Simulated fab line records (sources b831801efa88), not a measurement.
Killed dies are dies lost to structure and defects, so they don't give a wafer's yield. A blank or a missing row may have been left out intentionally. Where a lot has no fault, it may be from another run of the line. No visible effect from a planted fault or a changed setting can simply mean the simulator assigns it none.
One fault seen from 2 desks    flow gf180mcu    each desk has only its own numbers; what lay behind them comes last

== AT THE METROLOGY DESK ==
What the gauges read for every lot (on any tool): the sampled wafers with a number, averaged. If a lot's mean is further than 4 standard deviations from the usual mean, the lot is out of limits and carries the mark OUT (the distance appears in the brackets).
Columns: A = V4_CVD_00_THK at GF_V4_THK_MEAS_01, usual 594 nm
lot   first seen here  A
L138  day 23 01:19     593
L140  day 24 03:28     581
L141  day 24 06:41     594
L142  day 24 19:32     586
L143  day 25 12:06     601
L147  day 27 03:55     595
L148  day 27 12:07     592
L150  day 28 00:13     594
L152  day 28 09:07     585
L153  day 28 11:44     599
L154  day 28 22:06     603
L156  day 29 03:11     603
This desk's finding: nothing out of limits on any of the 12 lots.

== TOOL OWNER'S DESK, krf scanner-02 ==
The tool's own readings at GF_M4_EXPOSE_11 (exposes mask Metal4, target cd 280 nm): means of the sampled wafers that have a number, for each lot that ran on this tool. If a lot's mean is further than 4 standard deviations from the usual mean, the lot is out of limits and carries the mark OUT (the distance appears in the brackets).
Columns: A = exposure dose mJ cm2 at GF_M4_EXPOSE_11, usual 27.96; B = focus offset nm at GF_M4_EXPOSE_11, usual 0.0 nm
lot   first seen here  A      B
L138  day 22 12:59     27.98  0.1
L142  day 24 08:18     27.95  -0.1
L143  day 25 00:45     27.96  0.1
L150  day 27 13:31     27.96  0.1
L153  day 28 01:35     27.95  0.2
L154  day 28 11:59     27.99  0.0
This desk's finding: nothing out of limits on any of the 6 lots.

== BROUGHT TOGETHER ==
Nothing out of limits was seen by the metrology desk.
The tool owner's desk saw nothing out of limits.

== WHAT THE SIMULATOR HAD INSERTED ==
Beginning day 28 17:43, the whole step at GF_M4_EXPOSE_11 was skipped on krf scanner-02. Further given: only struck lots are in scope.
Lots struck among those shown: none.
